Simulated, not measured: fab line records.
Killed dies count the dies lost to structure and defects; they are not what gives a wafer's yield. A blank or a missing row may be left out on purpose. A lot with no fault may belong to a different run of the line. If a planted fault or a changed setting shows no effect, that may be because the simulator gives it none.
Comparing a struck lot with a sound one -- flow gf180mcu -- 31 out of 602 route steps
Sound: wafers L491.4, L491.5, L491.6. Wafers L485.4, L485.5, L485.6 were the ones struck. The cause is given at the end.
Each step with rows lists, per side, the tool, then ch with its chambers, then its first start. Under that, the readings that differ: sound wafers -- struck wafers -- difference of the means -- sigmas: that difference in standard deviations of wafers without a fault.
alike: words and numbers the same on both sides, and readings whose means are apart by under 2 such deviations; not compared: readings that were withheld, readings missing a value for some wafer, numbers with overlapping values and no deviation given by the record, and bounds like >300 which may hide the same value.
A row with sigmas, a row that says differs or no value, or rows on one side alone: a step with any of these is where the two part. Non-overlapping numbers with no deviation appear without sigmas and do not part them. A reading missing from all wafers of one side parts the sides only when that side holds two or more wafers.

first, 8 steps without rows for these wafers: GF_HV_LDD_SOFTBAKE_42 (time 60 s); GF_HV_LDD_EXPOSE_43 (exposes mask Pplus HV AREA, target cd 400 nm); GF_HV_LDD_PEB_44; GF_HV_LDD_DEVELOP_45 (develop time 60 s); GF_HV_LDD_IMPLANT_48; GF_HV_LDD_STRIP_49 (strips in O2/N2); GF_HV_LDD_CLEAN_51 (cleans in SC1/SC2, time 156.8 s); GF_HV_LDD_RTA_52 (time 10 s).
GF_HV_LDD_CVD_54: deposits SiO2 from TEOS, target thk 10 nm, time 75 s.
  sound on lpcvd-01 ch 0, day 19 01:34; struck on lpcvd-02 ch 1, day 17 01:17
reading,sound,struck,difference,sigmas
zone power top pct (%),19.4 19.4 19.5,20.4 20.3 20.7,+1.0,+2
  alike: pressure mtorr, zone power bottom pct
then, 21 steps without rows for these wafers: GF_HV_LDD_CVD_56 (deposits Si3N4 from DCS/NH3, target thk 90 nm, time 1543 s); GF_HV_LDD_ETCHBACK_58 (etches Si3N4 in CH3F/O2, stops on SiO2, time 100 s, target depth 90 nm); GF_NSD_DEHYDRATE_00 (time 60 s); GF_NSD_HMDS_01 (prime time 60 s); GF_NSD_COAT_02 (resist thk 1000 nm); GF_NSD_SOFTBAKE_03 (time 60 s); GF_NSD_EXPOSE_04 (exposes mask Nplus, target cd 400 nm); GF_NSD_PEB_05; GF_NSD_DEVELOP_06 (develop time 60 s); GF_NSD_IMPLANT_09; GF_NSD_IMPLANT_10; GF_NSD_STRIP_11 (strips in O2/N2); GF_PSD_DEHYDRATE_00 (time 60 s); GF_PSD_HMDS_01 (prime time 60 s); GF_PSD_COAT_02 (resist thk 1000 nm); GF_PSD_SOFTBAKE_03 (time 60 s); GF_PSD_EXPOSE_04 (exposes mask Pplus, target cd 400 nm); GF_PSD_PEB_05; GF_PSD_DEVELOP_06 (develop time 60 s); GF_PSD_IMPLANT_09; GF_PSD_STRIP_10 (strips in O2/N2).
-- the record jumps here: 16 days lie between the struck wafers' starts before and after (it left off in module PSD and takes up again in module PASSIVATION, whose first step shown is number 602 of the route) --
GF_PASSIVATION_PROBE_99:
  rows exist in the record for the struck wafers here (prober-01, day 32 23:56), but not for the sound ones

WHERE THEY PART
First at GF_HV_LDD_CVD_54; last, within this record, at GF_PASSIVATION_PROBE_99.

WHY: the cause the simulator had injected
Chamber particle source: lpcvd-02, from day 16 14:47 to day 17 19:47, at GF_HV_LDD_CVD_54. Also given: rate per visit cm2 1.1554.
